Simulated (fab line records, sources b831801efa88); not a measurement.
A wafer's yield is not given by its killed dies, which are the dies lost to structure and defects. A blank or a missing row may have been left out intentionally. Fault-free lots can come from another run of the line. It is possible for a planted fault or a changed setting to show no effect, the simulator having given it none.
Chamber matching	flow sky130	SKY_CONTACT_CMP_27 on cmp-01 has 4 sister chambers
The step polishes, stops on SiO2, t overpolish 15 s, target thk 0 nm. 20 wafers are shown with their chamber, then 10 later ones without.

WAFERS PAIRED WITH THEIR CHAMBERS
wafer	chamber	motor_current_A (A)	time_to_endpoint_s (s)	overpolish_run_s (s)
L530.1	2	10.9	86	15.007
L530.4	0	12.6	83	15.003
L530.5	2	10.7	83	14.995
L534.2	0	12.1	83	15.007
L534.5	1	10.4	84	15.004
L534.6	0	13.0	83	15.017
L535.2	3	11.9	78	14.998
L535.4	2	10.1	76	14.999
L535.6	0	12.7	81	15.003
L536.1	2	10.9	77	15.019
L536.2	0	11.9	84	15.000
L536.3	1	10.7	80	15.004
L537.1	3	11.9	83	15.000
L537.4	2	10.2	85	15.001
L537.5	1	10.4	89	15.009
L538.2	2	10.8	80	14.996
L538.4	1	11.1	80	14.999
L538.5	1	10.6	82	14.994
L539.3	2	10.2	77	15.001
L539.4	3	11.6	78	15.012

SIGNATURES (means of the wafers above)
reading	chamber 0	chamber 1	chamber 2	chamber 3	scatter within a chamber
motor_current_A	12.460	10.640	10.543	11.800	0.352
time_to_endpoint_s	82.80	83.00	80.57	79.67	3.35
overpolish_run_s	15.00600	15.00200	15.00257	15.00333	0.0072
Rule: distance of a wafer from a chamber = root of the sum over the readings of ((wafer's reading minus chamber's mean) / reading's scatter) squared. The wafer belongs to the nearest chamber; if the next one is less than 2 further off, it can't be placed. The scatter: the root of (the sum of the squares of (reading less its chamber's mean) over the shown wafers, divided by (wafers less chambers)).

WAFERS WITH NO CHAMBER GIVEN
wafer	motor_current_A (A)	time_to_endpoint_s (s)	overpolish_run_s (s)
L539.5	11.4	76	15.013
L545.1	12.5	87	15.014
L545.3	12.3	81	14.988
L545.5	12.4	85	14.992
L547.1	12.7	83	14.993
L547.4	10.6	76	14.998
L547.5	12.8	81	15.000
L551.2	12.0	73	15.007
L551.3	12.2	81	15.009
L551.5	12.2	79	14.994

THE CHAMBER EACH PASSED THROUGH
wafer	from the rows above	in truth
L539.5	can't be placed: 3 or 2 or 1 or 0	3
L545.1	can't be placed: 0 or 3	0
L545.3	can't be placed: 3 or 0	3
L545.5	can't be placed: 0 or 3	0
L547.1	can't be placed: 0 or 3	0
L547.4	can't be placed: 2 or 1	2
L547.5	can't be placed: 0 or 3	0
L551.2	can't be placed: 3 or 0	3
L551.3	can't be placed: 0 or 3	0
L551.5	can't be placed: 3 or 0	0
Placed correctly: 0 of 10. Unplaceable from these rows: 10, with the true chamber sitting among the candidates in 10. Placed wrongly: 0.
